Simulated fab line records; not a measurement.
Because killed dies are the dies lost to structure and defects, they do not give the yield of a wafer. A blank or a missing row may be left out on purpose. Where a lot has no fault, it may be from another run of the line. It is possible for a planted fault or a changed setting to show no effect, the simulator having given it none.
A struck lot beside a sound one | flow sky130 | 17 out of 708 route steps
Sound: wafers L566.2, L566.3, L566.5. The struck wafers were L561.2, L561.3, L561.4. The cause is named last.
Per side, at each step with rows, come the tool, then ch with its chambers, and then its first start. Under that, the readings that differ: sound wafers | struck wafers | difference of the means | sigmas: that difference in standard deviations of wafers without a fault.
alike: readings with means less than 2 such deviations apart, plus words and numbers identical on both sides. not compared: withheld readings, readings lacking a value on some wafer, bounds such as >300 that could conceal the same value, and numbers that have no deviation in the record and whose values overlap.
A row with sigmas, a row that says differs or no value, or rows on one side alone: a step with any of these is where the two part. Numbers that don't overlap but have no deviation are shown without sigmas and don't part them. Lack of a reading on every wafer of one side parts them only where that side has two or more wafers.

first, 5 steps without rows for these wafers: SKY_SD_N_COAT_02 (resist thk 1140 nm); SKY_SD_N_SOFTBAKE_03 (time 60 s); SKY_SD_N_EXPOSE_04 (exposes mask NSDM, target cd 380 nm); SKY_SD_N_PEB_05; SKY_SD_N_DEVELOP_06 (develop time 60 s).
SKY_SD_N_CD_MEAS_07: target cd 380 nm.
  sound on cd_sem-02 at day 34 06:02; struck on cd_sem-02 at day 32 14:42
  alike: cd_nm
SKY_SD_N_OVL_MEAS_08:
  sound on overlay-01 at day 34 06:08; struck on overlay-02 at day 32 14:49
  alike: SD_N_OVL
then, 2 steps without rows for these wafers: SKY_SD_N_IMPLANT_09; SKY_SD_N_IMPLANT_10.
SKY_SD_N_STRIP_11: strips in O2/N2.
  sound on plasma_asher-03 ch 0,1, day 34 06:28; struck on plasma_asher-03 ch 0,1, day 32 15:08
  alike: drypump_motor_current_A, oes_product_au, strip_time_to_endpoint_s
  not compared: rf_hours_counter_h
SKY_SD_N_TW_MEAS_12:
  sound on film_metro-03 at day 34 06:35; struck on film_metro-01 at day 32 15:15
  alike: SD_N_TW
then, 1 step without rows for these wafers: SKY_SD_N_CLEAN_13 (cleans in SC1/SC2, time 150 s).
SKY_SD_N_RTA_14: time 2 s.
  sound on rtp_anneal-01 ch 0, day 34 06:41; struck on rtp_anneal-02 ch 0, day 32 15:22
  reading            | sound                | struck               | difference | sigmas
  lamp_power_pct (%) | 15.76 15.78 15.80    | 15.09 15.06 15.06    | -0.71      | -14
  wafer_temp_C_max   | 1076.6 1076.5 1077.4 | 1053.9 1052.8 1053.8 | -23.3      | -17
SKY_SD_N_RS_MEAS_16: measures by four-point-probe.
  sound on film_metro-04 at day 34 06:53; struck on film_metro-03 at day 32 15:32
  reading          | sound             | struck            | difference | sigmas
  SD_N_RS (ohm/sq) | 68.44 68.57 68.33 | 71.94 72.15 72.07 | +3.61      | +24
SKY_SD_N_RS_MEAS_17: measures by four-point-probe.
  sound on film_metro-04 at day 34 07:00; struck on film_metro-03 at day 32 15:40
  reading          | sound             | struck            | difference | sigmas
  SD_P_RS (ohm/sq) | 147.6 147.4 147.7 | 168.0 168.2 168.0 | +20.5      | +54
SKY_SD_N_RS_MEAS_18: measures by four-point-probe.
  sound on film_metro-04 at day 34 07:07; struck on film_metro-03 at day 32 15:47
  alike: RES_XHIGH_RS
-- a jump in the record: the struck wafers' starts before and after are 17 days apart (it breaks off in module SD_N and resumes in module PAD_OPEN, where the first step shown is number 708 of the route) --
SKY_PAD_OPEN_PROBE_99:
  sound on prober-02 at day 50 04:50; struck on prober-01 at day 49 05:03
  reading                                | sound             | struck            | difference | sigmas
  model.etest.res_xhigh_po.line_ohm_um   | 5630 5585 5738    | 7645 7300 7959    | +1984      |
  model.etest.res_xhigh_po.rs_ohm_sq     | 1965 1957 1980    | 2704 2537 2754    | +698       |
  model.etest.pfet_01v8.r_on_ohm_um      | 2865 2843 2885    | 3163 3202 3137    | +303       |
  model.etest.tip_p.rs_ohm_sq            | 6894 6880 6895    | 7112 7109 7062    | +205       |
  model.etest.res_pdiff.line_ohm_um      | 1372 1405 1384    | 1590 1619 1583    | +210       |
  model.etest.res_high_po.line_ohm_um    | 748.4 744.2 747.4 | 931.6 902.7 935.9 | +176.7     |
  model.etest.licon_high_po.rc_ohm       | 341.8 361.3 361.3 | 488.7 467.5 499.7 | +130.5     |
  model.etest.pfet_g5v0d10v5.r_on_ohm_um | 4711 4768 4736    | 4799 4914 4802    | +100       |
  alike: killed_at_M0_to_M3, killed_at_M4_up, killed_at_contacts, killed_at_front_end, killed_at_other, killed_dies, killed_open, killed_short

== WHERE THEY PART ==
At SKY_SD_N_RTA_14 first; at SKY_SD_N_RS_MEAS_17 last (within this record only). Later steps at which nothing parts them and some readings are alike: SKY_SD_N_RS_MEAS_18, SKY_PAD_OPEN_PROBE_99.

WHY: the cause the simulator had injected
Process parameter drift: rtp_anneal-02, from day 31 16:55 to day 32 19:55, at SKY_SD_N_RTA_14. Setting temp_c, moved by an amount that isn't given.
